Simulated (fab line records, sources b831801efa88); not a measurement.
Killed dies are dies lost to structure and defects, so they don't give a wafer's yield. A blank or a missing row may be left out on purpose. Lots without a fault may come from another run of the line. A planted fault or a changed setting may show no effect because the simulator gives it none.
fab line records | flow sky130
record lots=6 wafers=18 last_day=49
route steps=708 shown METAL3@556 PAD_OPEN@708
lots that met no fault: from a run of the same line without faults
start_h: hours from the record's first day to the start of the lot's first wafer shown | wait_h: hours since the lot's step before | " the same as in the row above | L1.1+2: a row that stands for several wafers | - no value, or no start given | * or withheld: withheld | < > ~ a bound
route shown NAME@n: a module of which the file shows steps, and the number in the route of the first | usual: mean/standard deviation of fault-free wafers | same: alike in all rows | chamber/n: place in a boat | sites: the reading at each site | _std_site: their standard deviation | _edge_site: outer sites' mean less inner sites' | radius_mm: how far each site lies from the wafer's centre | mask NAME#n: copy n | behind: the tool/chamber that last shaped the wafer | hold: why the lot was held/for how many hours/how that ended | device: the transistor (n, p or np) that didn't switch | end of line: the same wafers' tests at the end of the route | a step without rows: its recipe alone | killed: dies lost to structure and defects at the first sort, not the wafer's yield | map: a wafer's dies, x killed, . not, _ none there
set.NAME: the setting as run; set.NAME@STEP: as run at that earlier step | model.NAME: the simulator's own value behind a step, which no gauge read
lots at some steps of the route; a table a step, a row a wafer
services: from which hour (start_h, from the record's first day; less than 0 if before it) a tool's chamber was out of use, for how many hours, and why
## steps
# step SKY_METAL3_HMDS_06
# recipe prime_time_s=60 prime_temp_c=120
# step SKY_METAL3_COAT_07
# recipe resist=BARC temp_c=withheld time_s=withheld spin_rpm=3000 resist_thk_nm=60
# step SKY_METAL3_COAT_08
# recipe resist=KrF-thick spin_rpm=3000 resist_thk_nm=1140
# step SKY_METAL3_SOFTBAKE_09
# recipe temp_c=100 time_s=90 resist=KrF-thick
# step SKY_METAL3_EXPOSE_10
# recipe mask_id=MM3 na=0.68 source_shape=annular sigma_inner=0.4 sigma_outer=0.8 target_cd_nm=300 dose_mj=28
# step SKY_METAL3_PEB_11
# recipe peb_temp_c=withheld peb_time_s=withheld resist=KrF-thick
# step SKY_METAL3_DEVELOP_12
# recipe develop_time_s=60 resist=KrF-thick dev_temp_c=21
# step SKY_METAL3_CD_MEAS_13
# recipe target_cd_nm=300
# usual cd_nm=300.3/1.6
# columns lot.wafer tool chamber start_h wait_h cd_nm
L939.1 cd_sem-02 - 918.93 - 298.7
L939.2 " - " " 298.7
L939.3 " - " " 297.7
L942.1 cd_sem-01 - 954.82 - 300.7
L942.2 " - " " 300.9
L942.6 " - " " 300.9
L943.2 cd_sem-01 - 958.04 - 297.3
L943.4 " - " " 299.4
L943.6 " - " " 298.4
L952.2 cd_sem-02 - 1017.49 - 303.8
L952.3 " - " " 303.3
L952.5 " - " " 302.6
L953.1 cd_sem-01 - 1026.18 - 301.7
L953.2 " - " " 301.6
L953.4 " - " " 303.1
L955.2 cd_sem-01 - 1033.40 - 298.8
L955.3 " - " " 298.4
L955.6 " - " " 298.7
# step SKY_METAL3_OVL_MEAS_14
# usual METAL3_OVL=-1/6
# columns lot.wafer tool chamber start_h wait_h METAL3_OVL[nm]
L939.1 overlay-01 - 919.05 0.1 -5
L939.2 " - " " 3
L939.3 " - " " -2
L942.1 overlay-01 - 954.94 0.1 -12
L942.2 " - " " 6
L942.6 " - " " 3
L943.2 overlay-01 - 958.15 0.1 8
L943.4 " - " " 2
L943.6 " - " " 5
L952.2 overlay-02 - 1017.60 0.1 -3
L952.3 " - " " 3
L952.5 " - " " 3
L953.1 overlay-01 - 1026.30 0.1 -12
L953.2 " - " " -6
L953.4 " - " " -9
L955.2 overlay-02 - 1033.51 0.1 6
L955.3 " - " " -5
L955.6 " - " " 5
# step SKY_METAL3_DESCUM_15
# recipe chemistry=O2 source_power_w=150 bias_power_w=0 pressure_mtorr=10 temp_c=40 time_s=8
# usual drypump_motor_current_A=5.8/0.52 he_backside_leak_sccm=3.47/0.24 oes_product_au=1.000/0.014
# columns lot.wafer tool chamber start_h wait_h drypump_motor_current_A he_backside_leak_sccm oes_product_au rf_hours_counter_h
L939.1 rie_metal-02 1 919.09 0.0 5.4 3.53 1.006 10
L939.2 " 0 " " 6.3 3.51 0.974 17
L939.3 " 1 " " 5.4 3.69 0.998 -
L942.1 rie_metal-02 1 954.98 0.0 5.4 3.19 0.999 12
L942.2 " 1 " " 5.4 3.47 0.988 -
L942.6 " 1 " " 5.4 3.45 1.000 -
L943.2 rie_metal-04 0 958.18 0.0 6.2 3.67 1.018 7
L943.4 " 1 " " 6.0 3.16 1.004 -
L943.6 " 1 " " 6.0 3.50 1.008 -
L952.2 rie_metal-01 1 1017.63 0.0 5.0 3.12 0.983 11
L952.3 " 0 " " 6.3 3.58 0.985 -
L952.5 " 1 " " 5.0 3.12 0.983 -
L953.1 rie_metal-01 0 1026.34 0.0 6.3 3.44 1.007 14
L953.2 " 1 " " 5.0 3.29 0.978 11
L953.4 " 1 " " 5.0 3.05 0.989 -
L955.2 rie_metal-01 1 1033.54 0.0 5.0 3.18 0.980 12
L955.3 " 0 " " 6.3 3.66 1.003 -
L955.6 " 0 " " 6.3 3.45 0.998 -
# step SKY_METAL3_ETCH_16
# recipe chemistry=N2/H2 target=BARC ion_energy_ev=200 bias_w=100 pressure_mtorr=30 n2_flow_sccm=100 h2_flow_sccm=200 icp_w=500 stop_on=SiO2 time_s=88.2 target_depth_a=600
# usual drypump_motor_current_A=5.8/0.52 he_backside_leak_sccm=3.41/0.18 oes_product_au=0.625/0.0045 run_length_s=116.5/0.77 throttle_valve_pct=13.205/0.0086
# columns lot.wafer tool chamber start_h wait_h drypump_motor_current_A he_backside_leak_sccm oes_product_au rf_hours_counter_h run_length_s throttle_valve_pct
L939.1 rie_metal-02 1 919.12 0.0 5.4 3.21 0.618 10 116.5 13.204
L939.2 " 0 " " 6.4 3.62 0.623 17 117.0 13.191
L939.3 " 1 " " 5.4 3.49 0.626 - 116.3 13.183
L942.1 rie_metal-02 1 955.04 0.1 5.4 3.41 0.628 12 116.2 13.205
L942.2 " 1 " " 5.4 3.34 0.627 - 116.0 13.199
L942.6 " 1 " " 5.4 3.36 0.628 - 116.0 13.212
L943.2 rie_metal-04 0 958.21 0.0 6.2 3.58 0.628 7 116.5 13.203
L943.4 " 1 " " 6.0 3.63 0.625 - 116.3 13.202
L943.6 " 1 " " 6.0 3.34 0.625 - 116.3 13.200
L952.2 rie_metal-01 1 1017.66 0.0 5.0 3.21 0.636 11 117.1 13.216
L952.3 " 0 " " 6.3 3.27 0.628 - 116.3 13.206
L952.5 " 1 " " 5.0 3.10 0.620 - 116.9 13.199
L953.1 rie_metal-01 0 1026.37 0.0 6.3 3.54 0.629 14 116.1 13.205
L953.2 " 1 " " 5.0 3.11 0.630 11 117.3 13.197
L953.4 " 1 " " 5.0 3.15 0.635 - 116.8 13.210
L955.2 rie_metal-01 1 1033.57 0.0 5.0 3.32 0.625 12 116.9 13.218
L955.3 " 0 " " 6.3 3.64 0.631 - 116.3 13.208
L955.6 " 0 " " 6.3 3.66 0.630 - 116.2 13.191
# step SKY_METAL3_ETCH_17
# recipe target=SiO2 stop_on=TiN chemistry=C4F8/O2/Ar source_w=1500 bias_w=1200 pressure_mtorr=40 c4f8_flow_sccm=withheld O2_flow_sccm=6 Ar_flow_sccm=300 time_s=3.9 target_depth_a=150
# usual oes_product_au=0.753/0.0075
# columns lot.wafer tool chamber start_h wait_h oes_product_au rf_hours_counter_h
L939.1 rie_diel-01 1 919.22 0.1 0.750 16
L939.2 " 3 " " 0.745 6
L939.3 " 0 " " 0.741 17
L942.1 rie_diel-04 1 955.24 0.2 0.760 9
L942.2 " 2 " " 0.743 24
L942.6 " 1 " " 0.749 -
L943.2 rie_diel-04 3 958.31 0.1 0.744 22
L943.4 " 2 " " 0.749 24
L943.6 " 1 " " 0.743 -
L952.2 rie_diel-03 3 1017.76 0.1 0.760 8
L952.3 " 0 " " 0.747 17
L952.5 " 0 " " 0.760 -
L953.1 rie_diel-03 2 1026.47 0.1 0.747 6
L953.2 " 1 " " 0.748 8
L953.4 " 3 " " 0.760 8
L955.2 rie_diel-04 0 1033.67 0.1 0.764 13
L955.3 " 1 " " 0.755 12
L955.6 " 3 " " 0.761 -
# step SKY_METAL3_METAL_ETCH_18
# recipe target_depth_a=8450 stop_on=SiO2 over_etch_frac=0.3 time_s=183.1 chemistry=Cl2/BCl3 resist_sidewall_deg=88 pressure_mtorr=10 icp_w=900 bias_w=48.5 Cl2_flow_sccm=60 bcl3_flow_sccm=30
# usual drypump_motor_current_A=5.8/0.54 he_backside_leak_sccm=3.45/0.18 oes_product_au=0.867/0.0065 run_length_s=211.4/0.42 throttle_valve_pct=22.264/0.0085
# columns lot.wafer tool chamber start_h wait_h drypump_motor_current_A he_backside_leak_sccm oes_product_au rf_hours_counter_h run_length_s throttle_valve_pct model.KrF-thick_of_METAL3_COAT_08.thk_nm
L939.1 rie_metal-01 0 919.24 0.0 6.3 3.41 0.857 8 211.7 22.263 525.4
L939.2 " 1 " " 5.0 3.13 0.871 5 211.9 22.274 537.5
L939.3 " 0 " " 6.3 3.48 0.871 - 211.2 22.267 524.9
L942.1 rie_metal-01 1 955.26 0.0 5.0 3.06 0.840 7 222.9 22.281 511.9
L942.2 " 0 " " 6.3 3.86 0.848 9 222.3 22.255 513.4
L942.6 " 0 " " 6.3 3.68 0.851 - 222.8 22.247 501.1
L943.2 rie_metal-01 1 958.33 0.0 5.0 3.47 0.850 7 223.1 22.263 506.5
L943.4 " 1 " " 5.0 3.23 0.834 - 223.0 22.284 504.4
L943.6 " 1 " " 5.0 3.14 0.842 - 222.9 22.259 512.5
L952.2 rie_metal-04 1 1017.78 0.0 5.9 3.57 0.861 16 211.6 22.269 524.3
L952.3 " 1 " " 5.9 3.64 0.866 - 211.6 22.275 522.8
L952.5 " 0 " " 6.2 3.62 0.874 - 211.1 22.274 511.6
L953.1 rie_metal-02 1 1026.49 0.0 5.4 3.53 0.868 16 211.4 22.268 520.1
L953.2 " 0 " " 6.3 3.39 0.860 3 211.1 22.268 524
L953.4 " 0 " " 6.3 3.65 0.857 - 211.1 22.263 520.2
L955.2 rie_metal-02 0 1033.69 0.0 6.3 3.42 0.872 4 211.2 22.253 529.8
L955.3 " 1 " " 5.4 3.49 0.850 - 210.9 22.264 529.4
L955.6 " 0 " " 6.3 3.53 0.866 - 211.1 22.261 520.7
# step SKY_METAL3_STRIP_19
# recipe chemistry=O2/N2 power_w=1400 pressure_mtorr=1500 platen_temp_c=withheld o2_flow_sccm=3000 n2_flow_sccm=300 overash_fraction=0.5
# usual drypump_motor_current_A=5.6/0.38 oes_product_au=0.503/0.0057 strip_time_to_endpoint_s=6.55/0.091
# columns lot.wafer tool chamber start_h wait_h drypump_motor_current_A oes_product_au rf_hours_counter_h strip_time_to_endpoint_s
L939.1 plasma_asher-01 0 919.41 0.1 5.2 0.501 46 6.52
L939.2 " 1 " " 5.5 0.502 46 6.64
L939.3 " 0 " " 5.2 0.500 - 6.50
L942.1 plasma_asher-01 0 955.43 0.1 5.2 0.496 49 6.38
L942.2 " 1 " " 5.5 0.503 49 6.40
L942.6 " 1 " " 5.5 0.492 - 6.29
L943.2 plasma_asher-02 1 958.50 0.1 5.9 0.490 80 6.33
L943.4 " 1 " " 5.9 0.489 - 6.31
L943.6 " 0 " " 6.3 0.500 - 6.39
L952.2 plasma_asher-03 0 1017.95 0.1 5.8 0.499 27 6.51
L952.3 " 0 " " 5.9 0.497 - 6.49
L952.5 " 0 " " 5.9 0.500 - 6.39
L953.1 plasma_asher-03 0 1026.66 0.1 5.8 0.503 28 6.46
L953.2 " 1 " " 5.3 0.507 28 6.51
L953.4 " 0 " " 5.9 0.493 - 6.46
L955.2 plasma_asher-02 0 1033.86 0.1 6.3 0.505 88 6.54
L955.3 " 0 " " 6.3 0.505 - 6.57
L955.6 " 0 " " 6.3 0.503 - 6.46
# step SKY_PAD_OPEN_PROBE_99
# usual defect_limited_yield=82.2/1.8 killed_at_M0_to_M3=43/6.6 killed_at_M4_up=3.2/1.9 killed_at_contacts=25/5.3 killed_at_front_end=16/4.5 killed_at_other=0.3/0.63 killed_dies=87/8.9 killed_open=48/7.9 killed_short=39/5.3 sort_bin_3_pad_short=0.8/0.38 sort_bin_5_function=10.5/1.5 sort_bin_6_memory=6.4/1.2 sort_n_pass=405/8.9 sort_yield_pct=82.2/1.8
# same gross_dies=492 killed_at_back_side=0 sort_bin_4_leakage[%]=0 sort_bin_8_speed[%]=0
# columns lot.wafer tool chamber start_h wait_h defect_limited_yield[%] killed_at_M0_to_M3 killed_at_M4_up killed_at_contacts killed_at_front_end killed_at_other killed_dies killed_open killed_short sort_bin_3_pad_short[%] sort_bin_5_function[%] sort_bin_6_memory[%] sort_n_pass sort_yield_pct[%]
L943.2 prober-02 - 1118.12 0.1 84.6 35 0 23 14 4 76 46 30 0.4 8.3 6.7 416 84.6
L943.4 prober-02 - 1118.22 0.2 83.1 40 5 27 9 2 83 46 37 0.6 10.2 6.1 409 83.1
L943.6 prober-02 - 1118.32 0.2 82.7 50 7 22 6 0 85 57 28 0.8 10.0 6.5 407 82.7
L952.2 prober-01 - 1172.05 0.1 81.3 50 2 26 14 0 92 54 38 0.8 11.8 6.1 400 81.3
L952.3 prober-01 - 1172.10 0.2 79.5 46 3 31 20 1 101 61 40 0.8 12.8 6.9 391 79.5
L952.5 prober-01 - 1172.20 0.2 79.9 44 5 32 18 0 99 53 46 0.6 12.2 7.3 393 79.9
L955.2 prober-02 - 1180.03 0.1 82.9 45 2 23 14 0 84 56 28 0.4 10.0 6.7 408 82.9
L955.3 prober-02 - 1180.08 0.2 81.1 47 1 27 18 0 93 45 48 0.8 11.8 6.3 399 81.1
L955.6 prober-02 - 1180.23 0.2 84.6 32 1 27 16 0 76 37 38 0.4 8.3 6.7 416 84.6
# killed by level:class
L943.2 CONTACT:geometric_particle:open=12 VIA2:geometric_particle:open=8 VIA1:geometric_particle:open=7 LI_CONTACT:geometric_particle:open=6 VIA1:geometric_particle:short=5 POLY_GATE:geometric_particle:open=4 POLY_GATE:geometric_particle:short=4 METAL1:geometric_particle:short=4
L943.4 CONTACT:geometric_particle:open=12 VIA1:geometric_particle:open=8 LOCAL_INTERCONNECT:geometric_particle:short=6 VIA2:geometric_particle:open=5 LI_CONTACT:geometric_particle:open=4 METAL2:geometric_particle:open=4 METAL2:geometric_particle:short=4 METAL3:geometric_particle:short=4
L943.6 VIA2:geometric_particle:open=14 VIA1:geometric_particle:open=11 CONTACT:geometric_particle:open=8 LI_CONTACT:geometric_particle:open=6 METAL2:geometric_particle:short=5 VIA3:geometric_particle:open=5 METAL1:geometric_particle:short=4 VIA3:geometric_particle:short=4
L952.2 CONTACT:geometric_particle:open=14 METAL1:geometric_particle:short=9 VIA1:geometric_particle:open=8 LI_CONTACT:geometric_particle:open=7 VIA3:geometric_particle:open=7 FIELD_ISO:geometric_particle:open=6 VIA2:geometric_particle:open=6 VIA1:geometric_particle:short=5
L952.3 CONTACT:geometric_particle:open=13 VIA1:geometric_particle:open=12 VIA3:geometric_particle:open=8 FIELD_ISO:geometric_particle:open=6 POLY_GATE:geometric_particle:open=6 CONTACT:geometric_particle:short=6 LI_CONTACT:geometric_particle:open=5 METAL1:geometric_particle:short=5
L952.5 VIA1:geometric_particle:open=11 CONTACT:geometric_particle:short=11 VIA3:geometric_particle:open=9 CONTACT:geometric_particle:open=8 VIA1:geometric_particle:short=7 LI_CONTACT:geometric_particle:open=6 FIELD_ISO:geometric_particle:open=5 POLY_GATE:geometric_particle:open=5
L955.2 VIA1:geometric_particle:open=17 CONTACT:geometric_particle:open=10 VIA2:geometric_particle:open=8 LI_CONTACT:geometric_particle:open=6 METAL1:geometric_particle:short=5 VIA3:geometric_particle:open=5 POLY_GATE:geometric_particle:short=4 LOCAL_INTERCONNECT:geometric_particle:short=3
L955.3 VIA1:geometric_particle:open=12 VIA1:geometric_particle:short=8 CONTACT:geometric_particle:open=8 LI_CONTACT:geometric_particle:open=7 POLY_GATE:geometric_particle:short=7 METAL2:geometric_particle:short=6 LOCAL_INTERCONNECT:geometric_particle:short=5 METAL1:geometric_particle:short=5
L955.6 LI_CONTACT:geometric_particle:open=11 VIA3:geometric_particle:open=9 FIELD_ISO:geometric_particle:short=6 LOCAL_INTERCONNECT:geometric_particle:short=6 METAL2:geometric_particle:short=5 VIA1:geometric_particle:short=5 FIELD_ISO:geometric_particle:open=4 CONTACT:geometric_particle:open=4
## services
# columns tool chamber start_h hours kind
rie_diel-04 2 896.27 6.9 repair
rie_metal-04 - 896.68 0.3 repair
rie_diel-01 - 922.82 14.7 repair
plasma_asher-01 - 936.81 3.9 repair
rie_diel-01 2 937.72 11.0 repair
rie_metal-02 0 937.93 - clean
rie_metal-02 0 937.93 24.1 scheduled_down
rie_metal-02 0 937.93 24.1 vent_cycle
rie_diel-03 - 964.78 6.4 repair
rie_diel-01 1 1006.71 16.7 repair
plasma_asher-03 - 1028.78 4.5 repair
rie_diel-01 - 1030.96 0.5 repair
## key
first_sign step=SKY_METAL3_METAL_ETCH_18 reading=run_length_s direction=up sigmas=27 usual=* struck=*
effect step=SKY_METAL3_METAL_ETCH_18 reading=oes_product_au direction=down sigmas=3.5 usual=0.867 struck=0.844
model_effect step=SKY_METAL3_METAL_ETCH_18 value=KrF-thick_of_METAL3_COAT_08.thk_nm without=540.4 struck=508.3
met_at SKY_METAL3_METAL_ETCH_18
struck_wafers L942.1,L942.2,L942.6,L943.2,L943.4,L943.6
onset_between 919.24 955.26
fault kind=process_parameter_drift tool=rie_metal-01 chamber=- onset_h=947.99 steps=SKY_METAL3_METAL_ETCH_18 channel=time_s offset=* shape=step end_h=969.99 acts_in=* stated=*
